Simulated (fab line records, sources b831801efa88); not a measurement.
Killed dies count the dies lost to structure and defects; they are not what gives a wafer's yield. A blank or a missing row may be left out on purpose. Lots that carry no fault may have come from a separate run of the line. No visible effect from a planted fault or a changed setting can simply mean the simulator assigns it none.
A sampling plan put to the test -- flow gf180mcu -- one line in one fab, 63 faults in these records, each fault weighed on the records of the lots it struck
The line's own looks make up the plan; these are the steps of the route where a gauge or inspection reads the wafer and leaves it unchanged. A look is open to judgement when struck wafers have a number at it and the file gives its usual mean and standard deviation on fault-free wafers. Caught: at a look after the fault's first step, the mean of the struck wafers lies 4 or more of those standard deviations (sigma) from the usual mean. On the tool: the identical test, applied to the tool's own readings at the steps of the fault. Caught also covers a different recipe on the struck wafers, or a record left blank for those wafers only.

== THE FAULTS, as the simulator had put them in ==
1. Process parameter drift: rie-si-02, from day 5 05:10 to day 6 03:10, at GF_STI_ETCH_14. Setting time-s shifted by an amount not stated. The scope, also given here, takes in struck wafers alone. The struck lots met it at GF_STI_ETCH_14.
2. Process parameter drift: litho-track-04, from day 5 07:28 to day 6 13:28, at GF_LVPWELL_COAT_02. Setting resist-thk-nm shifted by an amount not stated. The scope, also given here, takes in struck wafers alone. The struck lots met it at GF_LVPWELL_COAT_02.
3. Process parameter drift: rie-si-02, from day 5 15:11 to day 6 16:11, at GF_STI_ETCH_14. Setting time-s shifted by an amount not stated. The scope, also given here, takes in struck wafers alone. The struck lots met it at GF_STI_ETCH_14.
4. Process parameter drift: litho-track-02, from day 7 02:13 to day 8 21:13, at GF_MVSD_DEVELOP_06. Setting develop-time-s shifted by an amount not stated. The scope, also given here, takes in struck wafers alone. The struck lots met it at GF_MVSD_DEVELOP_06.
5. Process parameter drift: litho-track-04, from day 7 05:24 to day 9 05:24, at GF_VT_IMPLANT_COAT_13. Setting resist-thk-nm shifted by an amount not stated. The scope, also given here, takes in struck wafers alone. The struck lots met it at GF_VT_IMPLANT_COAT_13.
6. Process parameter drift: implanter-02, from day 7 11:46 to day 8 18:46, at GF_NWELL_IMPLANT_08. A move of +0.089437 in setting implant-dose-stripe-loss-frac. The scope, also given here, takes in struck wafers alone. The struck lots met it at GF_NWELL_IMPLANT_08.
7. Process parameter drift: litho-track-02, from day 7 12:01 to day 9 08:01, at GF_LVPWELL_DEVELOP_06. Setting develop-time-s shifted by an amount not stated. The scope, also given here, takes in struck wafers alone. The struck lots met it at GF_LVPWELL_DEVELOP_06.
8. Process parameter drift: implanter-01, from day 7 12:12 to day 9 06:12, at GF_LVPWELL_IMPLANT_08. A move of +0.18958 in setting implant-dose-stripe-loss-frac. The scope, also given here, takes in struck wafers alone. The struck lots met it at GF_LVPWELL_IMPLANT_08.
9. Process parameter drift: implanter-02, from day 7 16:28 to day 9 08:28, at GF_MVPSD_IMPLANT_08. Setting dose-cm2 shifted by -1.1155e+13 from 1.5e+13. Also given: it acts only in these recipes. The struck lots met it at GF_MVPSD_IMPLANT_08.
10. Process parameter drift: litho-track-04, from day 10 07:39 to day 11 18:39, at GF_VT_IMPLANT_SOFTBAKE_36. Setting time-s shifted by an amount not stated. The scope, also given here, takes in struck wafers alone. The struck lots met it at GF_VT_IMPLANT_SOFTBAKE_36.
11. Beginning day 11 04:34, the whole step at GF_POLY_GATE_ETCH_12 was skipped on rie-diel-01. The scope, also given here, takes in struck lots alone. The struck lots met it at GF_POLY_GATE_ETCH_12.
12. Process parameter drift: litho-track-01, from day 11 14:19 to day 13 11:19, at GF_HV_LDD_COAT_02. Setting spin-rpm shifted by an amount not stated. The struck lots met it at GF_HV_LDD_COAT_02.
13. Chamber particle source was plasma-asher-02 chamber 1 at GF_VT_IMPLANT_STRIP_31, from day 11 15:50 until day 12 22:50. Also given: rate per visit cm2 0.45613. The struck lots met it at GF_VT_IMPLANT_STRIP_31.
14. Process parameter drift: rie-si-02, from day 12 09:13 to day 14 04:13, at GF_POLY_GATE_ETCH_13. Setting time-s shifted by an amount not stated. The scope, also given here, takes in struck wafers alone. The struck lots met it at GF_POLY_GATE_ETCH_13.
15. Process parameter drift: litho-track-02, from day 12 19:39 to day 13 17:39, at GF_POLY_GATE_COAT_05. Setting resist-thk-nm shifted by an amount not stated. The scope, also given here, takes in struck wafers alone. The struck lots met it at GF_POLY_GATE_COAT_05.
16. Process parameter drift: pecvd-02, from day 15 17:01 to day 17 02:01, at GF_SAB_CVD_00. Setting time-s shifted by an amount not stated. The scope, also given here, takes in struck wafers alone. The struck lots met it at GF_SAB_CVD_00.
17. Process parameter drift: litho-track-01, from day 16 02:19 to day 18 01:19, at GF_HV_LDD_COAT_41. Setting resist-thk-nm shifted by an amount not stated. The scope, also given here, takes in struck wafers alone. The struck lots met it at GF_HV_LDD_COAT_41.
18. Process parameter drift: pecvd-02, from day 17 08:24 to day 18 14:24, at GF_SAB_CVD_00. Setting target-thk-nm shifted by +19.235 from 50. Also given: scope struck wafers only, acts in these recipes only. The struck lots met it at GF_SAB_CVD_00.
19. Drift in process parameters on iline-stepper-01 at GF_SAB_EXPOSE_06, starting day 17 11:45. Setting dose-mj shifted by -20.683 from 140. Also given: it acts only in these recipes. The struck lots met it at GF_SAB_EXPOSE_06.
20. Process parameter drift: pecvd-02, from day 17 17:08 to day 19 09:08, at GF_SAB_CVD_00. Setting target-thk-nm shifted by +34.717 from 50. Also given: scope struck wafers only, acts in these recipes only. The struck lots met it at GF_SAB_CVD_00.
21. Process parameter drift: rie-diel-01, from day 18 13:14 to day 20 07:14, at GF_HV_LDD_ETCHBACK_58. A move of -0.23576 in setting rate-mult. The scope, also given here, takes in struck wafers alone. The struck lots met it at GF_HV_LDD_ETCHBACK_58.
22. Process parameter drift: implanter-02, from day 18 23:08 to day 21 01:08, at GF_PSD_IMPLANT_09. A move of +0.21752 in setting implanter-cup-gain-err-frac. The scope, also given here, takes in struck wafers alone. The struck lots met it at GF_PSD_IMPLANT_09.
23. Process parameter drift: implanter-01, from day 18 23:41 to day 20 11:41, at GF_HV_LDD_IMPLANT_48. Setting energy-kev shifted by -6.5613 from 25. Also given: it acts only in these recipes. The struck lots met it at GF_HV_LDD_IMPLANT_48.
24. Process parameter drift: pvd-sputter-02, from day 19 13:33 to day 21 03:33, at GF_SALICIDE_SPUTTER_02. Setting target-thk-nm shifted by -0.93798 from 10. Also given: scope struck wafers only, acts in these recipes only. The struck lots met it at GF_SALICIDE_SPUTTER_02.
25. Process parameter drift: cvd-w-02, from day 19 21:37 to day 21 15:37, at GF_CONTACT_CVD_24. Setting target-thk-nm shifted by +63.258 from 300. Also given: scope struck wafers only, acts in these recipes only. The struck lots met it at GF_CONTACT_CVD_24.
26. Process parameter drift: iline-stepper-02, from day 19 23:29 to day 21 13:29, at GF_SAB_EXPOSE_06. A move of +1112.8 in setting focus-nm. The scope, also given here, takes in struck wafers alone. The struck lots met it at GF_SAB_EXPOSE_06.
27. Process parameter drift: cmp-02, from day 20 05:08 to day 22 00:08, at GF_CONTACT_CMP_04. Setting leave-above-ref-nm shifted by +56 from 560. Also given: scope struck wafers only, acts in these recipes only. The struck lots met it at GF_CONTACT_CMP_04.
28. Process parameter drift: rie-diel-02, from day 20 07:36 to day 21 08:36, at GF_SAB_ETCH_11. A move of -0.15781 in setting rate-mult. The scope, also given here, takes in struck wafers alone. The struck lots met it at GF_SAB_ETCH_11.
29. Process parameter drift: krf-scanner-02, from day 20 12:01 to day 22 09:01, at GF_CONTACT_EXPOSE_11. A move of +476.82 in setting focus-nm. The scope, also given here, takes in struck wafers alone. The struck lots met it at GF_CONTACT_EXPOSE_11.
30. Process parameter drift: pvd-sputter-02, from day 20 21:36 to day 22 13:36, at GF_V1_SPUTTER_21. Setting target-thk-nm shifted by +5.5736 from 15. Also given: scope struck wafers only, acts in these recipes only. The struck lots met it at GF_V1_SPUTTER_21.
31. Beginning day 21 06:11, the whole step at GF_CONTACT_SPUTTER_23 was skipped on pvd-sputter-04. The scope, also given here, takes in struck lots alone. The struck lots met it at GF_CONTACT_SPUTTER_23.
32. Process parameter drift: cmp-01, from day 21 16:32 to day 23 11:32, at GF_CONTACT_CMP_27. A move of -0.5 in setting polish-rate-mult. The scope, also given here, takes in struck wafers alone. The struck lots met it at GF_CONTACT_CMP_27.
33. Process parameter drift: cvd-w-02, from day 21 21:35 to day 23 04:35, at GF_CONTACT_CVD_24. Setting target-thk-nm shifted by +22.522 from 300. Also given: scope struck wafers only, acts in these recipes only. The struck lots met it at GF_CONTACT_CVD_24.
34. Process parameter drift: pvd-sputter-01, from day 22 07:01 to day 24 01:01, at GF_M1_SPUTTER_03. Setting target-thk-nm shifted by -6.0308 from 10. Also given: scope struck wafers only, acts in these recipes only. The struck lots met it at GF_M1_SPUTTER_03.
35. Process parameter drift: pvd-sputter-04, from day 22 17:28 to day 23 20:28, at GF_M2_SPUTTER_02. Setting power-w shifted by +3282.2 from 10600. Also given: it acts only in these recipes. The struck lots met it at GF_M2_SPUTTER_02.
36. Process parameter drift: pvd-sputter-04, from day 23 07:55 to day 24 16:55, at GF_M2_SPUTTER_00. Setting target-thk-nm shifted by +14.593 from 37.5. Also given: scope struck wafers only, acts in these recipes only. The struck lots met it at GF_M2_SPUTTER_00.
37. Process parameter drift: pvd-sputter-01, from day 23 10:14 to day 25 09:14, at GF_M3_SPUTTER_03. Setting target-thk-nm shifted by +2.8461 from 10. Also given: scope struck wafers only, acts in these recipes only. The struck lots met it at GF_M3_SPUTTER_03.
38. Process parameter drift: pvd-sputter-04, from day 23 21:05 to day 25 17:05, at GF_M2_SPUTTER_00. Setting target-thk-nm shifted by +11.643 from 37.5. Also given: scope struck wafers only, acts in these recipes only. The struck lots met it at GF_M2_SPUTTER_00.
39. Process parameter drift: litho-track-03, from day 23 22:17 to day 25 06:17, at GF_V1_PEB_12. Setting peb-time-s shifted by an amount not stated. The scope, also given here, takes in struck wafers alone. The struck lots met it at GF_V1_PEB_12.
40. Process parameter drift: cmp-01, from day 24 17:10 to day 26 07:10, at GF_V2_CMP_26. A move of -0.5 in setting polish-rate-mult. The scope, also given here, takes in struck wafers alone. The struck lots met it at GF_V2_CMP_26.
41. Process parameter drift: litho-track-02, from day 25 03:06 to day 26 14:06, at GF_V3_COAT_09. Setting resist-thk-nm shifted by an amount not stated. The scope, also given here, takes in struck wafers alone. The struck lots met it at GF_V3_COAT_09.
42. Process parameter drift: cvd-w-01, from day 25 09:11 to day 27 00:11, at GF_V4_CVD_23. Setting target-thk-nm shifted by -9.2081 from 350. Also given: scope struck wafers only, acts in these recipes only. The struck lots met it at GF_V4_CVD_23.
43. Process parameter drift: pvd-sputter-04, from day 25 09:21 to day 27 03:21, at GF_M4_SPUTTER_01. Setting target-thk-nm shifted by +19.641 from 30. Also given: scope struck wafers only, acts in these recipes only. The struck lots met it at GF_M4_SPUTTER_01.
44. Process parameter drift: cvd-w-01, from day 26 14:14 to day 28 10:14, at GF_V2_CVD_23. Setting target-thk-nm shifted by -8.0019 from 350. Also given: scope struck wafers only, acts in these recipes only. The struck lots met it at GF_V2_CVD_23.
45. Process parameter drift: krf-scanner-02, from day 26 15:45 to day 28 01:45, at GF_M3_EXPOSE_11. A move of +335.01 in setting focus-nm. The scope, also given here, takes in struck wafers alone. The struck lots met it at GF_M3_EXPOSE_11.
46. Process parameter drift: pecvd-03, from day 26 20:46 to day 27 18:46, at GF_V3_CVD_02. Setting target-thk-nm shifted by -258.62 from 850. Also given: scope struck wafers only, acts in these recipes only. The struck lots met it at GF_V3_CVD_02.
47. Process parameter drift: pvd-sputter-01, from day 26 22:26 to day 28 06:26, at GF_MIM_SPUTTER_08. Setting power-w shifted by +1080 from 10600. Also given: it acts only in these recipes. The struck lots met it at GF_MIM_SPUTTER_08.
48. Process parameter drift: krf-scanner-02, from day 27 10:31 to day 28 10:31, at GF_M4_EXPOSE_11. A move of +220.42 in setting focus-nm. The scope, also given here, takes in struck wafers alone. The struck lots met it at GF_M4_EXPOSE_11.
49. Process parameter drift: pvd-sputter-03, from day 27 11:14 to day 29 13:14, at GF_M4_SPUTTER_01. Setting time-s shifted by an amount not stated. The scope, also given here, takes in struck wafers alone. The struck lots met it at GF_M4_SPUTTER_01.
50. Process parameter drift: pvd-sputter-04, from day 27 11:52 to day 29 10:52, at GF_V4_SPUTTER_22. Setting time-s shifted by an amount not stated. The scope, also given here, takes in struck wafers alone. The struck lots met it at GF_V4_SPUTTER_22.
51. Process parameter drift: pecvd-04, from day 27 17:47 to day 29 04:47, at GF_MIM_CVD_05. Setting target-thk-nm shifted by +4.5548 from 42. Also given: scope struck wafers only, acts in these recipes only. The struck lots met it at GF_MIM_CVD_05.
52. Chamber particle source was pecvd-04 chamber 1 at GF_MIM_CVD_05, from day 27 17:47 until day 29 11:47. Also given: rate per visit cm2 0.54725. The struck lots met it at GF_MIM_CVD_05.
53. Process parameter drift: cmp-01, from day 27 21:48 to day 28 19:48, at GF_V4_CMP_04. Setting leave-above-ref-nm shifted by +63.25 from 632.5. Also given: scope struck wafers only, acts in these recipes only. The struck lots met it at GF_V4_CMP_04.
54. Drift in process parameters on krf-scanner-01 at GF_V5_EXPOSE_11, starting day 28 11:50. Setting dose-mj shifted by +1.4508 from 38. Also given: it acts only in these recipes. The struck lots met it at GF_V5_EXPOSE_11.
55. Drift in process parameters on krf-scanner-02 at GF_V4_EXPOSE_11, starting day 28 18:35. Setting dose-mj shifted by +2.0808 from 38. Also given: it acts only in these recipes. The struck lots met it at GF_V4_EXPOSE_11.
56. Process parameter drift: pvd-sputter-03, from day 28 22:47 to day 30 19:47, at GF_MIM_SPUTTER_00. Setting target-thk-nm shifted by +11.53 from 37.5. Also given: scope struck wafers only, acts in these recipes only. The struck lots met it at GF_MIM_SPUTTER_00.
57. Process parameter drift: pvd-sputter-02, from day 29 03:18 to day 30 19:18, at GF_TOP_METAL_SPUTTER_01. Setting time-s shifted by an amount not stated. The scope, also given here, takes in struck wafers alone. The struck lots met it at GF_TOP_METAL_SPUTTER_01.
58. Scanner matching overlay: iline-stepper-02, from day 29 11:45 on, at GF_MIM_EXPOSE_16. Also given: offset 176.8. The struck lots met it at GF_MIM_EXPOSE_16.
59. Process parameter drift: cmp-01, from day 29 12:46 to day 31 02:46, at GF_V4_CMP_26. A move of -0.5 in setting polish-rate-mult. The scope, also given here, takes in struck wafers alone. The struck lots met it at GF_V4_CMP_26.
60. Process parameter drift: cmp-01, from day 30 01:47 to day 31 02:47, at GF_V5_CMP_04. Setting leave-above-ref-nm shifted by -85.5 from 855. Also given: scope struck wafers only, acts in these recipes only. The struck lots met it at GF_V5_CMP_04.
61. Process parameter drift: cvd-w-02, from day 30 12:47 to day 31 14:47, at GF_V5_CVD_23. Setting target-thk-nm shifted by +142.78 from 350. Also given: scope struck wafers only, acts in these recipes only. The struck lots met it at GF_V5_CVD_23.
62. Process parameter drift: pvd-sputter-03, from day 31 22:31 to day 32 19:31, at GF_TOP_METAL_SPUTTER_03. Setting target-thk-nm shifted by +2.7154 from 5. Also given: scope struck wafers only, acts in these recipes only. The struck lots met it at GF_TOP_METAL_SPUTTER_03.
63. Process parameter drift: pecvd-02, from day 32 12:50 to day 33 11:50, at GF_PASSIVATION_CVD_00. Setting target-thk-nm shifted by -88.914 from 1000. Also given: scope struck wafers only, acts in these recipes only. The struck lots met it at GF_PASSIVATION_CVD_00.

== WHAT THE PLAN SAW ==
fault,on the tool itself,first look that catches it,"reading, sigma",median hours from its first step to that look,hours from the fault's start to the first struck lot there,judged looks passed uncaught
1,run-length-s -23 sigma,not the one look that can be judged after it,-,-,-,1
2,under 2 sigma,not the one look that can be judged after it,-,-,-,1
3,run-length-s -99 or beyond sigma,none of the 2 looks that can be judged after it,-,-,-,2
4,under 2 sigma,no look after it can be judged,-,-,-,0
5,under 2 sigma,none of the 2 looks that can be judged after it,-,-,-,2
6,no reading that can be judged,GF_VT_IMPLANT_RS_MEAS_47,NWELL_RS +9.1,128.5,136,2
7,under 2 sigma,GF_LVPWELL_TW_MEAS_11,LVPWELL_TW -99 or beyond,1.0,9,0
8,under 2 sigma,GF_LVPWELL_TW_MEAS_11,LVPWELL_TW -5.6,0.4,9,0
9,dose-ions-cm2 -99 or beyond sigma,GF_MVPSD_TW_MEAS_11,MVPSD_TW -41,0.4,2,0
10,heater-power-total-W +99 or beyond sigma,not the one look that can be judged after it,-,-,-,1
11,the tool's record is blank for the struck wafers,no look after it can be judged,-,-,-,0
12,spin-speed-rpm +66 sigma,no look after it can be judged,-,-,-,0
13,under 2 sigma,no look after it can be judged,-,-,-,0
14,run-length-s -53 sigma,no look after it can be judged,-,-,-,0
15,no reading that can be judged,not the one look that can be judged after it,-,-,-,1
16,under 2 sigma,none of the 2 looks that can be judged after it,"strongest: SAB_CVD_00_THK at GF_SAB_THK_MEAS_01, -3.6",-,-,2
17,no reading that can be judged,GF_HV_LDD_CD_MEAS_46,cd-nm +48,11.3,24,0
18,under 2 sigma,GF_SAB_THK_MEAS_01,SAB_CVD_00_THK +30,0.0,14,0
19,exposure-dose-mJ-cm2 -99 or beyond sigma,GF_SAB_CD_MEAS_09,cd-nm +19,12.1,24,0
20,under 2 sigma,GF_SAB_THK_MEAS_01,SAB_CVD_00_THK +54,0.0,5,0
21,under 2 sigma,none of the 2 looks that can be judged after it,-,-,-,2
22,faraday-current-uA +10 sigma,GF_PSD_TW_MEAS_11,PSD_TW -8.2,0.2,31,0
23,beam-energy-keV -99 or beyond sigma,GF_HV_LDD_TW_MEAS_50,HV_LDD_4_TW -10,0.2,13,0
24,under 2 sigma,GF_SALICIDE_RS_MEAS_04,SALICIDE_TIN_RS +6.3,0.1,19,0
25,under 2 sigma,GF_CONTACT_RS_MEAS_25,CONTACT_W_RS -17,0.1,7,0
26,no reading that can be judged,GF_SAB_CD_MEAS_09,cd-nm -77,12.2,15,0
27,only faintly: time-to-endpoint-s -2.9 sigma,not the one look that can be judged after it,-,-,-,1
28,oes-product-au -13 sigma,no look after it can be judged,-,-,-,0
29,no reading that can be judged,GF_CONTACT_CD_MEAS_14,cd-nm -20,12.0,13,0
30,under 2 sigma,no look after it can be judged,-,-,-,0
31,the tool's record is blank for the struck wafers,no look after it can be judged,-,-,-,0
32,overpolish-run-s -99 or beyond sigma,no look after it can be judged,-,-,-,0
33,under 2 sigma,GF_CONTACT_RS_MEAS_25,CONTACT_W_RS -7.2,0.1,11,0
34,under 2 sigma,no look after it can be judged,-,-,-,0
35,cathode-dc-power-W +99 or beyond sigma,GF_M2_RS_MEAS_05,M2_ALCU_RS -22,0.1,10,0
36,under 2 sigma,no look after it can be judged,-,-,-,0
37,under 2 sigma,no look after it can be judged,-,-,-,0
38,under 2 sigma,no look after it can be judged,-,-,-,0
39,under 2 sigma,not the one look that can be judged after it,"strongest: cd-nm at GF_V1_CD_MEAS_14, +3.0",-,-,1
40,overpolish-run-s -99 or beyond sigma,no look after it can be judged,-,-,-,0
41,under 2 sigma,not the one look that can be judged after it,-,-,-,1
42,under 2 sigma,none of the 2 looks that can be judged after it,"strongest: V4_W_RS at GF_V4_RS_MEAS_24, +2.8",-,-,2
43,under 2 sigma,no look after it can be judged,-,-,-,0
44,under 2 sigma,GF_V2_RS_MEAS_24,V2_W_RS +5.0,0.1,20,0
45,no reading that can be judged,GF_M3_CD_MEAS_14,cd-nm -26,9.9,21,0
46,under 2 sigma,GF_V3_THK_MEAS_03,V3_CVD_02_THK -28,0.1,17,0
47,cathode-dc-power-W +99 or beyond sigma,GF_MIM_RS_MEAS_10,MIM_ALCU_RS -8.3,0.1,5,0
48,under 2 sigma,GF_M4_CD_MEAS_14,cd-nm -11,9.8,24,0
49,under 2 sigma,no look after it can be judged,-,-,-,0
50,under 2 sigma,no look after it can be judged,-,-,-,0
51,under 2 sigma,GF_MIM_THK_MEAS_06,MIM_CVD_05_THK +7.4,0.0,8,0
52,under 2 sigma,none of the 5 looks that can be judged after it,-,-,-,5
53,time-to-endpoint-s -5.2 sigma,no look after it can be judged,-,-,-,0
54,exposure-dose-mJ-cm2 +33 sigma,none of the 3 looks that can be judged after it,"strongest: cd-nm at GF_V5_CD_MEAS_14, +3.4",-,-,3
55,exposure-dose-mJ-cm2 +52 sigma,GF_V4_CD_MEAS_14,cd-nm +6.1,9.4,13,0
56,under 2 sigma,no look after it can be judged,-,-,-,0
57,under 2 sigma,no look after it can be judged,-,-,-,0
58,no reading that can be judged,no look after it can be judged,-,-,-,0
59,overpolish-run-s -99 or beyond sigma,no look after it can be judged,-,-,-,0
60,under 2 sigma,no look after it can be judged,-,-,-,0
61,under 2 sigma,GF_V5_RS_MEAS_24,V5_W_RS -34,0.2,1,0
62,under 2 sigma,no look after it can be judged,-,-,-,0
63,under 2 sigma,GF_PASSIVATION_THK_MEAS_01,PASSIVATION_CVD_00_THK -8.7,0.1,16,0
A dash: the fault is not caught, or the number is missing from these records.

Caught at a look: 25 of 63. Caught on the tool: 20 of 63. By one or the other: 38 of 63.
Faults caught by the tool alone: 1, 3, 10, 11, 12, 14, 28, 31, 32, 40, 53, 54, 59.
Caught at a look alone: faults 6, 7, 8, 17, 18, 20, 24, 25, 26, 29, 33, 44, 45, 46, 48, 51, 61, 63.
Caught by neither: faults 2, 4, 5, 13, 15, 16, 21, 27, 30, 34, 36, 37, 38, 39, 41, 42, 43, 49, 50, 52, 56, 57, 58, 60, 62.

== THINNER SAMPLING ==
In the worst case, this is how late the first struck lot would be measured if the look that catches a fault measured only every second or every third lot, by lot number:
fault,"struck lots at that look, in order of time",every lot,every second lot,every third lot
6,"L690, L691",136 h,144 h,may miss all 2
7,"L251, L252, L256",9 h,15 h,37 h
8,"L818, L823",9 h,37 h,may miss all 2
9,"L914, L917",2 h,21 h,may miss all 2
17,"L337, L339, L340",24 h,49 h,may miss all 3
18,"L661, L662",14 h,18 h,may miss all 2
19,"L419, L422",24 h,57 h,may miss all 2
20,"L502, L503, L506",5 h,10 h,may miss all 3
22,"L744, L746",31 h,may miss all 2,may miss all 2
23,"L779, L781",13 h,may miss all 2,may miss all 2
24,"L701, L703",19 h,may miss all 2,may miss all 2
25,"L784, L785, L787",7 h,26 h,may miss all 3
26,"L796, L797",15 h,26 h,may miss all 2
29,"L310, L313",13 h,39 h,may miss all 2
33,"L990, L991, L992",11 h,20 h,26 h
35,"L751, L753",10 h,may miss all 2,may miss all 2
44,L455,20 h,may miss it,may miss it
45,L528,21 h,may miss it,may miss it
46,L756,17 h,may miss it,may miss it
47,"L291, L294",5 h,27 h,may miss all 2
48,"L127, L128",24 h,33 h,may miss all 2
51,"L572, L575",8 h,26 h,may miss all 2
55,"L137, L138",13 h,21 h,may miss all 2
61,L103,1 h,may miss it,may miss it
63,L756,16 h,may miss it,may miss it
Hours are from the fault's start to the first struck lot that is measured. The limit of 4 sigma was tested on all struck wafers together, so one lot alone may lie under it. Other struck lots may not be in these records.

== THE LONGEST TIMED WAY FROM STEP TO LOOK ==
For fault 6, GF_NWELL_IMPLANT_08 and GF_VT_IMPLANT_RS_MEAS_47 are separated by a median of 128.5 hours. The looks between them that can be judged stayed within 4 sigma: GF_NWELL_TW_MEAS_11, GF_VT_IMPLANT_OVL_MEAS_07.
